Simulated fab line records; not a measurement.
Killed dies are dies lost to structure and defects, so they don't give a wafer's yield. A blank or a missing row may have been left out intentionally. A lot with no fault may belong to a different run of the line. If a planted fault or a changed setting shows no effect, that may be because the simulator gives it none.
A lot that was struck, set against a sound lot | flow sky130 | 16 steps out of a route of 708
Sound: the wafers L700.3, L700.5, L700.6. Wafers struck: L690.1, L690.3, L690.6. At the end, the cause is stated.
Order at every step that has rows: each side's tool, ch and its chambers, its first start. Under that, the readings that differ: sound wafers | struck wafers | difference of the means | sigmas: that difference in standard deviations of wafers without a fault.
alike: same words and numbers on both sides, and readings whose means sit less than 2 such deviations apart. not compared: any withheld reading, any reading some wafer has no value for, any bound like >300 that may hide the same value, and any number with overlapping values for which the record gives no deviation.
Wherever a step has rows on one side only, a row that says differs or no value, or a row with sigmas, the two part there. Numbers that don't overlap but have no deviation are shown without sigmas and don't part them. A reading that every wafer of one side lacks parts them only if that side has two wafers or more.

first, 5 steps without rows for these wafers: SKY_SONOS_TUNNEL_COAT_02 (resist thk 1140 nm); SKY_SONOS_TUNNEL_SOFTBAKE_03 (time 60 s); SKY_SONOS_TUNNEL_EXPOSE_04 (exposes mask TUNM, target cd 410 nm); SKY_SONOS_TUNNEL_PEB_05; SKY_SONOS_TUNNEL_DEVELOP_06 (develop time 60 s).
SKY_SONOS_TUNNEL_CD_MEAS_07 targets a cd of 410 nm.
  sound: cd-sem-02 at day 16 23:19; struck: cd-sem-01 at day 13 18:08
  alike: cd-nm
SKY_SONOS_TUNNEL_OVL_MEAS_08:
  sound: overlay-02 at day 16 23:25; struck: overlay-01 at day 13 18:16
  alike: SONOS_TUNNEL_OVL
then, 3 steps without rows for these wafers: SKY_SONOS_TUNNEL_IMPLANT_09; SKY_SONOS_TUNNEL_WET_ETCH_10 (etches SiO2 in dHF, target depth 14 nm, time 280 s); SKY_SONOS_TUNNEL_STRIP_11 (strips in SPM, time 600 s).
SKY_SONOS_TUNNEL_TW_MEAS_12:
  sound: film-metro-02 at day 17 00:00; struck: film-metro-01 at day 13 18:43
  alike: SONOS_TUNNEL_TW
then, 1 step without rows for these wafers: SKY_SONOS_TUNNEL_CLEAN_13 (cleans in dHF, time 20 s).
SKY_SONOS_ONO_OXIDATION_00: stabilise 600 s, purge 300 s, target thk 2.6 nm.
  sound on furnace-02 ch 0, day 17 00:07; struck on furnace-01 ch 0, day 13 19:17
  reading                                          | sound             | struck            | difference | sigmas
  model.SiO2_of_SONOS_ONO_OXIDATION_00.thk-nm (nm) | 2.604 2.576 2.588 | 2.912 2.914 2.887 | +0.315     |
  alike: ox-temp-c-max, spike-tc-centre-C, zone-power-top-pct
SKY_SONOS_ONO_THK_MEAS_01:
  sound: film-metro-04 at day 17 01:29; struck: film-metro-04 at day 13 20:42
  reading                      | sound          | struck         | difference | sigmas
  SONOS_ONO_OXIDATION_THK (nm) | 2.56 2.55 2.57 | 2.91 2.89 2.89 | +0.34      | +7
then, 1 step without rows for these wafers: SKY_SONOS_ONO_CVD_02 (deposits Si3N4 from DCS/NH3, target thk 10.5 nm, time 180 s).
-- a jump in the record: the struck wafers' starts before and after are 34 days apart (it breaks off in module SONOS_ONO and resumes in module PAD_OPEN, where the first step shown is number 708 of the route) --
SKY_PAD_OPEN_PROBE_99:
  sound: prober-02 at day 49 22:56; struck: prober-01 at day 47 16:05
  reading                               | sound                   | struck                 | difference | sigmas
  model.etest.cap-ono.gate-log10-a-cm2  | -7.972 -7.785 -7.915    | -8.485 -8.292 -8.361   | -0.489     |
  model.etest.cap-ono.tox-acc-nm (nm)   | 12.94 12.68 12.82       | 13.3 13.24 13.18       | +0.4       |
  model.etest.sonos-erased.vt-v (V)     | -2.288 -2.355 -2.281    | -1.996 -2.042 -2.019   | +0.289     |
  model.etest.sonos-baked.vt-less-v (V) | -0.5106 -0.5522 -0.4751 | -0.407 -0.4218 -0.4455 | +0.088     |
  alike: killed_at_M0_to_M3, killed_at_M4_up, killed-at-contacts, killed-at-front-end, killed-at-other, killed-dies, killed-open, killed-short

== WHERE THEY PART ==
SKY_SONOS_ONO_THK_MEAS_01 only, going by this record. Later steps at which nothing parts them and some readings are alike: SKY_PAD_OPEN_PROBE_99.

WHY: what had been put in by the simulator
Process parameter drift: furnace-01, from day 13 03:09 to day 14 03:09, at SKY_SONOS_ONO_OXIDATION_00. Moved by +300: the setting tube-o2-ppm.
